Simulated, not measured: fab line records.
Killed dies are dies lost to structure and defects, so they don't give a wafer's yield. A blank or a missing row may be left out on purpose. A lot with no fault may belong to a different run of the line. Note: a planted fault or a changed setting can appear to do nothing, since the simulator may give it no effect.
Split-lot trial / flow sfq line / 13 wafers read across 5 lots, on a route 325 steps long

ABOUT THE SPLIT
At SFQ_TRILAYER_I7_VIA_LITHO_COAT_192 (resist thk 62 nm), the setting resist thk nm was moved away from the recipe's 62 nm on 3 of the 13 wafers read, by -3.1% to +4.6%. The other wafers ran this setting at the recipe's value.

Between the split and the reading, the file records no step.

THE READING
etch.depth nm (the simulator's own value, which no gauge read), in nm, at SFQ_TRILAYER_I7_VIA_BARC_OPEN_VIA_ETCH_260 (etches BARC in O2, target depth 125 nm, time 41.7 s). The file does not state a usual value for it. Here, 10 wafers ran the recipe; their average is 62.12 nm with a standard deviation of 0.24 nm.

wafer=L074.1; tool, chamber at the split=litho track-03, 0; resist thk nm as run, nm=62; against the recipe=recipe; etch.depth nm, nm=62.08; against lot-mates on the recipe=-
wafer=L074.3; tool, chamber at the split=litho track-03, 0; resist thk nm as run, nm=60.06; against the recipe=-3.1%; etch.depth nm, nm=59.9; against lot-mates on the recipe=-2.18
wafer=L074.5; tool, chamber at the split=litho track-03, 0; resist thk nm as run, nm=60.06; against the recipe=-3.1%; etch.depth nm, nm=59.94; against lot-mates on the recipe=-2.14
wafer=L077.1; tool, chamber at the split=litho track-03, 0; resist thk nm as run, nm=64.87; against the recipe=+4.6%; etch.depth nm, nm=65.21; against lot-mates on the recipe=+3.28
wafer=L077.4; tool, chamber at the split=litho track-03, 0; resist thk nm as run, nm=62; against the recipe=recipe; etch.depth nm, nm=61.93; against lot-mates on the recipe=-
wafer=L078.2; tool, chamber at the split=litho track-04, 0; resist thk nm as run, nm=62; against the recipe=recipe; etch.depth nm, nm=61.86; against lot-mates on the recipe=-
wafer=L078.6; tool, chamber at the split=litho track-04, 0; resist thk nm as run, nm=62; against the recipe=recipe; etch.depth nm, nm=62.04; against lot-mates on the recipe=-
wafer=L080.2; tool, chamber at the split=litho track-01, 0; resist thk nm as run, nm=62; against the recipe=recipe; etch.depth nm, nm=62.4; against lot-mates on the recipe=-
wafer=L080.5; tool, chamber at the split=litho track-01, 0; resist thk nm as run, nm=62; against the recipe=recipe; etch.depth nm, nm=62.33; against lot-mates on the recipe=-
wafer=L080.6; tool, chamber at the split=litho track-01, 0; resist thk nm as run, nm=62; against the recipe=recipe; etch.depth nm, nm=62.62; against lot-mates on the recipe=-
wafer=L083.2; tool, chamber at the split=litho track-04, 0; resist thk nm as run, nm=62; against the recipe=recipe; etch.depth nm, nm=61.89; against lot-mates on the recipe=-
wafer=L083.3; tool, chamber at the split=litho track-04, 0; resist thk nm as run, nm=62; against the recipe=recipe; etch.depth nm, nm=62.11; against lot-mates on the recipe=-
wafer=L083.5; tool, chamber at the split=litho track-04, 0; resist thk nm as run, nm=62; against the recipe=recipe; etch.depth nm, nm=61.91; against lot-mates on the recipe=-

FIT RESULTS
A straight line over all 13 wafers: etch.depth nm changes by +0.684 nm for each +1% of resist thk nm; r = +0.98; the points scatter about the line by 0.23 nm.
The same after taking each lot's own level away (the mean of its wafers on the recipe; 13 wafers): +0.7 nm for each +1%; r = +1.00; scatter 0.093 nm.
According to that fit, moving resist thk nm by its largest amount changes the reading by 3.2 nm.
Across the lots, their own levels run from 61.930 to 62.450 nm, a range of 2.2 times the standard deviation given above.
Hence the lot-to-lot level has little effect on the slope; both slopes agree.
Check: +3.2 nm against its lot-mates is what the line predicts for one of the wafers moved furthest among these (+4.6%) when that wafer is left out of the fit. Against them it came out at +3.28 nm.

FURTHER SPLITS ON THESE WAFERS
Before the reading, these wafers also passed through other splits. Each is held against what the fit with the lots' levels taken away leaves over:
other split on the same wafers=SFQ_TRILAYER_M6_LITHO_COAT_159 resist thk nm; wafers away from the commonest value=3; r with etch.depth nm (lot level and that fit taken away)=+0.22
other split on the same wafers=SFQ_TRILAYER_I6_VIA_LITHO_COAT_169 spin rpm; wafers away from the commonest value=5; r with etch.depth nm (lot level and that fit taken away)=-0.04
other split on the same wafers=SFQ_TRILAYER_M7_LITHO_COAT_182 spin rpm; wafers away from the commonest value=2; r with etch.depth nm (lot level and that fit taken away)=+0.18
other split on the same wafers=SFQ_TRILAYER_M7_LITHO_EXPOSE_178 dose mj; wafers away from the commonest value=4; r with etch.depth nm (lot level and that fit taken away)=-0.18

THE WHOLE CHAIN: every reading that the file lists as answering this split, in the file's order
step=SFQ_TRILAYER_I7_VIA_LITHO_COAT_192; what it does=resist thk 62 nm; reading=BARC_of_TRILAYER_I7_VIA_LITHO_COAT_192.thk nm (the simulator's own value, which no gauge read); change (the file's fit)=+0.642 nm for each +1% of the setting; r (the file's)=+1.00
step=SFQ_TRILAYER_I7_VIA_BARC_OPEN_VIA_ETCH_260; what it does=etches BARC in O2, target depth 125 nm, time 41.7 s; reading=etch.depth nm (the simulator's own value, which no gauge read); change (the file's fit)=+0.7 nm for each +1% of the setting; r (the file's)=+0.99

FILE'S OWN FIT
etch.depth nm changes by +0.7 nm for each +1% of resist thk nm, r = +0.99.
